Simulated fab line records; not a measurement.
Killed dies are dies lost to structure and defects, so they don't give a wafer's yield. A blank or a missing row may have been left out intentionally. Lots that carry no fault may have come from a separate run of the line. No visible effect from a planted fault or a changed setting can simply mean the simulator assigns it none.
Which of the tools did it?    flow sky130    Sampling: 15 lots, 45 wafers, 2 of 708 route steps

== WHAT THE GAUGES SHOWED, per wafer ==
SKY_LDD_HVN_TW_MEAS_10. Usual: LDD_HVN_TW 1438, standard deviation 7.
lot   measured      on            LDD_HVN_TW      flag
L189  day 21 20:17  filmMetro-03  1422 1434 1442  
L190  day 21 20:53  filmMetro-01  1450 1444 1456  
L192  day 23 00:15  filmMetro-01  1435 1438 1443  
L191  day 23 00:50  filmMetro-03  30 30 30        OFF
L194  day 23 08:20  filmMetro-01  30 30 30        OFF
L193  day 23 18:08  filmMetro-02  30 30 30        OFF
L196  day 24 08:23  filmMetro-01  1443 1438 1439  
L198  day 24 18:03  filmMetro-01  1445 1436 1438  
L202  day 25 04:44  filmMetro-03  1427 1429 1433  
L204  day 26 03:42  filmMetro-02  1434 1434 1421  
L205  day 26 12:53  filmMetro-02  1441 1435 1430  
L206  day 27 04:09  filmMetro-02  1425 1433 1428  
L208  day 27 07:02  filmMetro-01  1440 1436 1440  
L211  day 28 06:35  filmMetro-01  1441 1435 1443  
L212  day 28 11:08  filmMetro-03  1422 1433 1434  

== TOOL THAT RAN EACH LOT (tool first, then ch and the chambers of the sampled wafers, then the start) ==
lot   SKY_LDD_HVN_IMPLANT_08
L189  implanter-03 ch 0, day 21 20:02
L190  implanter-03 ch 0, day 21 20:38
L192  implanter-03 ch 0, day 23 00:01
L191  implanter-01, day 23 00:35
L194  implanter-01, day 23 08:05
L193  implanter-03, day 23 17:53
L196  implanter-02 ch 0, day 24 08:08
L198  implanter-03 ch 0, day 24 17:50
L202  implanter-03 ch 0, day 25 04:29
L204  implanter-03 ch 0, day 26 03:29
L205  implanter-01 ch 0, day 26 12:39
L206  implanter-03 ch 0, day 27 03:56
L208  implanter-03 ch 0, day 27 06:47
L211  implanter-03 ch 0, day 28 06:20
L212  implanter-03 ch 0, day 28 10:53
- SKY_LDD_HVN_IMPLANT_08

== AS READ BY THE TOOLS THEMSELVES (means over the sampled wafers that have a number; for cases with no such wafer, the mark the record gives instead) ==
SKY_LDD_HVN_IMPLANT_08. Usual: beamEnergyKeV 59.999, standard deviation 0.02; beamOnS 9.98 s, standard deviation 0.2.
lot   tool          beamEnergyKeV  beamOnS (s)  flag
L189  implanter-03  59.989         9.91         
L190  implanter-03  59.976         10.16        
L192  implanter-03  59.999         9.86         
L191  implanter-01  -              -            OFF
L194  implanter-01  -              -            OFF
L193  implanter-03  -              -            OFF
L196  implanter-02  60.015         10.01        
L198  implanter-03  59.999         10.14        
L202  implanter-03  59.984         9.98         
L204  implanter-03  60.008         10.15        
L205  implanter-01  60.021         10.10        
L206  implanter-03  59.993         9.99         
L208  implanter-03  60.000         9.74         
L211  implanter-03  60.012         9.94         
L212  implanter-03  60.001         9.91         

== THE ANSWER, worked out from the rows above alone ==
Rule: lot off if the mean of its wafers having a number is beyond 3 standard deviations from the usual mean. Also off: a lot with no number at a reading for which 4 or more lots have one. The other lots that the step has rows for count as sound. Order of review: gauges by route order, followed by the tools' own readings, for which a lot's mean as printed above is used. At the first step where some lot is off, the reading lying furthest off is the one used; lots without a number count as furthest.
Off: L191, L194, L193, at SKY_LDD_HVN_TW_MEAS_10 (LDD_HVN_TW).
A tool fits if, at a process step before that reading, it ran every lot that is off, and no sound lot after the first of them. The gauges at SKY_LDD_HVN_TW_MEAS_10 aren't tried: what is off there is off at SKY_LDD_HVN_IMPLANT_08 too, on other tools, and a gauge's error can't cause that. Not one of the candidates tried fits.

== WHAT THE SIMULATOR HAD INSERTED ==
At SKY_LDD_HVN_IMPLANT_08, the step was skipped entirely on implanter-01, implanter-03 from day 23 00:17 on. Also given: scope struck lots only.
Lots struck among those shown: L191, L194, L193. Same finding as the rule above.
